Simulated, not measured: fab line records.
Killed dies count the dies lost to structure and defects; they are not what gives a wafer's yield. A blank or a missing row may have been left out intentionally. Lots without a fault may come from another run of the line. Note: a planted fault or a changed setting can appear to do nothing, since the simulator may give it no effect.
A sampling plan put to the test / flow sky130 / one line in one fab, 11 faults in these records, each fault weighed on the records of the lots it struck
The plan is the line's own looks: the steps of the route at which a gauge or an inspection reads the wafer and doesn't change it. A look is open to judgement when struck wafers have a number at it and the file gives its usual mean and standard deviation on fault-free wafers. Caught: a look later than the fault's first step finds the struck wafers' mean 4 or more of those standard deviations (sigma) from the usual mean. On the tool: the test repeated on the tool's own readings taken at the fault's steps. Also counted as caught: the struck wafers showing another recipe, or a record that is empty for them alone.

== THE FAULTS, as the simulator had put them in ==
1. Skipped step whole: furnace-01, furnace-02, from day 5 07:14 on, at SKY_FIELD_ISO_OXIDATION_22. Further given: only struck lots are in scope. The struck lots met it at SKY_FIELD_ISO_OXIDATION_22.
2. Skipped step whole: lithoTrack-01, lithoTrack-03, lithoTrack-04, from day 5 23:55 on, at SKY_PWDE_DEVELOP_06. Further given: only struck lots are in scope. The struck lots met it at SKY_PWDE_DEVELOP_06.
3. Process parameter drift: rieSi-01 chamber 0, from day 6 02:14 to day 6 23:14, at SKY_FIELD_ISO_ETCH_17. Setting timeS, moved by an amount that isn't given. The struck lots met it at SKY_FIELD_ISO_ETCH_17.
4. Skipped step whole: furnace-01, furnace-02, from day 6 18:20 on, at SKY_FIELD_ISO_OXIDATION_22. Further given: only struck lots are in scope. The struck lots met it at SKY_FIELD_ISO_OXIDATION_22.
5. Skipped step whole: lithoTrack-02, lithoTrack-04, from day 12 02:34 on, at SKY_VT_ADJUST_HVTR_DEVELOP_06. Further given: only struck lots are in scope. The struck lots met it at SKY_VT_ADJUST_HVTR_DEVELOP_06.
6. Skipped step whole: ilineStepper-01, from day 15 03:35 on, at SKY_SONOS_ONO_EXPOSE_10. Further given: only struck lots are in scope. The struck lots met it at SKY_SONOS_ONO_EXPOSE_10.
7. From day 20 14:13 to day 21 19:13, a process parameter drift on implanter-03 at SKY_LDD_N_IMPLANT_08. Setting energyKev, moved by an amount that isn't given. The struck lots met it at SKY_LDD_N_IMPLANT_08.
8. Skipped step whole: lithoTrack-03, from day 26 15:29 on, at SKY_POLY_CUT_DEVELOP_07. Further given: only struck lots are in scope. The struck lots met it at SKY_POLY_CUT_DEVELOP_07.
9. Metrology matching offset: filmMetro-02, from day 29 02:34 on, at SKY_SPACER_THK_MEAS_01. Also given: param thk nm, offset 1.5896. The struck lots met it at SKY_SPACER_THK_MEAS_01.
10. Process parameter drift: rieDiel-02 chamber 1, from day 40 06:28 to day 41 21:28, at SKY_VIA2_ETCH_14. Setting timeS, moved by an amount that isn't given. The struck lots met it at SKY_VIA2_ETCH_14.
11. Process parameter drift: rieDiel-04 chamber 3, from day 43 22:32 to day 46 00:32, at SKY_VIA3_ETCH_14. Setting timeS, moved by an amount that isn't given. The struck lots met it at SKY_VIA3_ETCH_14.

== WHAT THE PLAN SAW ==
fault=1; on the tool itself=the tool's record is blank for the struck wafers; first look that catches it=no look after it can be judged; reading, sigma=-; median hours from its first step to that look=-; hours from the fault's start to the first struck lot there=-; judged looks passed uncaught=0
fault=2; on the tool itself=the tool's record is blank for the struck wafers; first look that catches it=none of the 3 looks that can be judged after it; reading, sigma=-; median hours from its first step to that look=-; hours from the fault's start to the first struck lot there=-; judged looks passed uncaught=3
fault=3; on the tool itself=runLengthS -11 sigma; first look that catches it=none of the 2 looks that can be judged after it; reading, sigma=-; median hours from its first step to that look=-; hours from the fault's start to the first struck lot there=-; judged looks passed uncaught=2
fault=4; on the tool itself=the tool's record is blank for the struck wafers; first look that catches it=no look after it can be judged; reading, sigma=-; median hours from its first step to that look=-; hours from the fault's start to the first struck lot there=-; judged looks passed uncaught=0
fault=5; on the tool itself=the tool's record is blank for the struck wafers; first look that catches it=no look after it can be judged; reading, sigma=-; median hours from its first step to that look=-; hours from the fault's start to the first struck lot there=-; judged looks passed uncaught=0
fault=6; on the tool itself=no reading that can be judged; first look that catches it=no look after it can be judged; reading, sigma=-; median hours from its first step to that look=-; hours from the fault's start to the first struck lot there=-; judged looks passed uncaught=0
fault=7; on the tool itself=beamEnergyKeV +60 sigma; first look that catches it=no look after it can be judged; reading, sigma=-; median hours from its first step to that look=-; hours from the fault's start to the first struck lot there=-; judged looks passed uncaught=0
fault=8; on the tool itself=the tool's record is blank for the struck wafers; first look that catches it=no look after it can be judged; reading, sigma=-; median hours from its first step to that look=-; hours from the fault's start to the first struck lot there=-; judged looks passed uncaught=0
fault=9; on the tool itself=only faintly: SPACER_CVD_00_THK +3.7 sigma; first look that catches it=not the one look that can be judged after it; reading, sigma=-; median hours from its first step to that look=-; hours from the fault's start to the first struck lot there=-; judged looks passed uncaught=1
fault=10; on the tool itself=oesProductAu +22 sigma; first look that catches it=not the one look that can be judged after it; reading, sigma=-; median hours from its first step to that look=-; hours from the fault's start to the first struck lot there=-; judged looks passed uncaught=1
fault=11; on the tool itself=oesProductAu +14 sigma; first look that catches it=no look after it can be judged; reading, sigma=-; median hours from its first step to that look=-; hours from the fault's start to the first struck lot there=-; judged looks passed uncaught=0
A dash: this means the fault isn't caught or the number doesn't appear in these records.

Caught at a look: 0 of 11. Caught on the tool: 9 of 11. By one or the other: 9 of 11.
Caught on the tool alone: faults 1, 2, 3, 4, 5, 7, 8, 10, 11.
Caught by neither: faults 6, 9.
